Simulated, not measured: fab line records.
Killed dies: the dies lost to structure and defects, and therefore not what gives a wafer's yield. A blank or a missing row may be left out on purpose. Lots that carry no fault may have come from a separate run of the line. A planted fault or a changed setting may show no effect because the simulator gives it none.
Split-lot experiment + flow sfq-line + 23 wafers read from 5 lots, route of 325 steps

## ABOUT THE SPLIT
At SFQ_TRILAYER_M7_LITHO_PEB_180 (peb time 60 s), the setting peb-temp-c was moved away from the recipe's 115 C on 11 of the 23 wafers read, by +1.0% to +2.3%. All remaining wafers had this setting at the recipe value.

## THE PATH FROM SPLIT TO READING: the file shows 1 step between them
- SFQ_TRILAYER_M7_LITHO_DEVELOP_179: time 60 s

## THE READING
M7.cd-nm (the simulator's own value, which no gauge read), in nm, at SFQ_TRILAYER_M7_BARC_OPEN_METAL_ETCH_229 (etches BARC in O2, target depth 125 nm, time 41.7 s). There is no usual value for it anywhere in the file. Across the 12 wafers here that went through the recipe, the average is 500.8 nm and the standard deviation 2 nm.

| wafer  | tool, chamber at the split | peb-temp-c as run, C | against the recipe | M7.cd-nm, nm | against lot-mates on the recipe |
|--------|----------------------------|----------------------|--------------------|--------------|---------------------------------|
| L074.2 | litho-track-02, 0          | 116.1                | +1.0%              | 480.4        | -19.9                           |
| L074.3 | litho-track-02, 0          | 116.1                | +1.0%              | 480.9        | -19.4                           |
| L074.4 | litho-track-02, 0          | 115                  | recipe             | 500.5        | -                               |
| L074.5 | litho-track-02, 0          | 116.1                | +1.0%              | 481          | -19.3                           |
| L074.6 | litho-track-02, 0          | 115                  | recipe             | 500.1        | -                               |
| L076.2 | litho-track-02, 0          | 115                  | recipe             | 502.3        | -                               |
| L076.3 | litho-track-02, 0          | 115                  | recipe             | 502          | -                               |
| L076.4 | litho-track-02, 0          | 117.2                | +1.9%              | 465.9        | -36.2                           |
| L076.5 | litho-track-02, 0          | 115                  | recipe             | 502.1        | -                               |
| L076.6 | litho-track-02, 0          | 117.2                | +1.9%              | 465.7        | -36.4                           |
| L080.2 | litho-track-03, 0          | 115                  | recipe             | 503.3        | -                               |
| L080.3 | litho-track-03, 0          | 115                  | recipe             | 502.5        | -                               |
| L080.6 | litho-track-03, 0          | 115                  | recipe             | 501.3        | -                               |
| L083.1 | litho-track-01, 0          | 117.7                | +2.3%              | 453.7        | -43.2                           |
| L083.2 | litho-track-01, 0          | 117.7                | +2.3%              | 453.5        | -43.4                           |
| L083.4 | litho-track-01, 0          | 115                  | recipe             | 497.7        | -                               |
| L083.5 | litho-track-01, 0          | 117.7                | +2.3%              | 453.8        | -43.1                           |
| L083.6 | litho-track-01, 0          | 115                  | recipe             | 496          | -                               |
| L084.1 | litho-track-02, 0          | 115                  | recipe             | 501.1        | -                               |
| L084.3 | litho-track-02, 0          | 116.8                | +1.6%              | 469.9        | -31.0                           |
| L084.4 | litho-track-02, 0          | 115                  | recipe             | 500.6        | -                               |
| L084.5 | litho-track-02, 0          | 116.8                | +1.6%              | 471.2        | -29.7                           |
| L084.6 | litho-track-02, 0          | 116.8                | +1.6%              | 470.4        | -30.5                           |

THE FIT
A straight line over all 23 wafers: M7.cd-nm changes by -19.6 nm for each +1% of peb-temp-c; r = -1.00; the points scatter about the line by 1.8 nm.
The same after taking each lot's own level away (the mean of its wafers on the recipe; 23 wafers): -18.8 nm for each +1%; r = -1.00; scatter 0.88 nm.
Per that fit: largest peb-temp-c move, reading shift of 44 nm.
The span of the lots' own levels, 496.85 to 502.37 nm, comes to 2.8 times the standard deviation stated above.
So the lot-to-lot level changes the slope little: the two slopes agree.
Check: with one of the wafers moved furthest among these (+2.3%) left out of the fit, the line predicts -44.5 nm for it against its lot-mates. Against them it came out at -43.2 nm.

## THESE WAFERS: OTHER SPLITS
Note: prior to the reading, these wafers also went through further splits. Each is held against what the fit with the lots' levels taken away leaves over:
| other split on the same wafers                     | wafers away from the commonest value | r with M7.cd-nm (lot level and that fit taken away) |
|----------------------------------------------------|--------------------------------------|-----------------------------------------------------|
| SFQ_TRILAYER_R5_LITHO_COAT_141 spin-rpm            | 8                                    | -0.37                                               |
| SFQ_TRILAYER_R5_LITHO_PEB_139 peb-temp-c           | 6                                    | +0.36                                               |
| SFQ_TRILAYER_A5C_DEP_PECVD_142 time-s              | 11                                   | +0.73                                               |
| SFQ_TRILAYER_C5_LITHO_COAT_156 spin-rpm            | 4                                    | -0.04                                               |
| SFQ_TRILAYER_M6_DEP_SPUTTER_157 time-s             | 9                                    | -0.14                                               |
| SFQ_TRILAYER_M6_ETCH_METAL_ETCH_162 pressure-mtorr | 18                                   | -0.10                                               |
| SFQ_TRILAYER_I6_VIA_LITHO_EXPOSE_170 dose-mj       | 5                                    | -0.20                                               |
| SFQ_TRILAYER_I6_VIA_ETCH_VIA_ETCH_172 source-w     | 8                                    | +0.16                                               |

## FILE'S OWN FIT
M7.cd-nm changes by -18.9 nm for each +1% of peb-temp-c, r = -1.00.
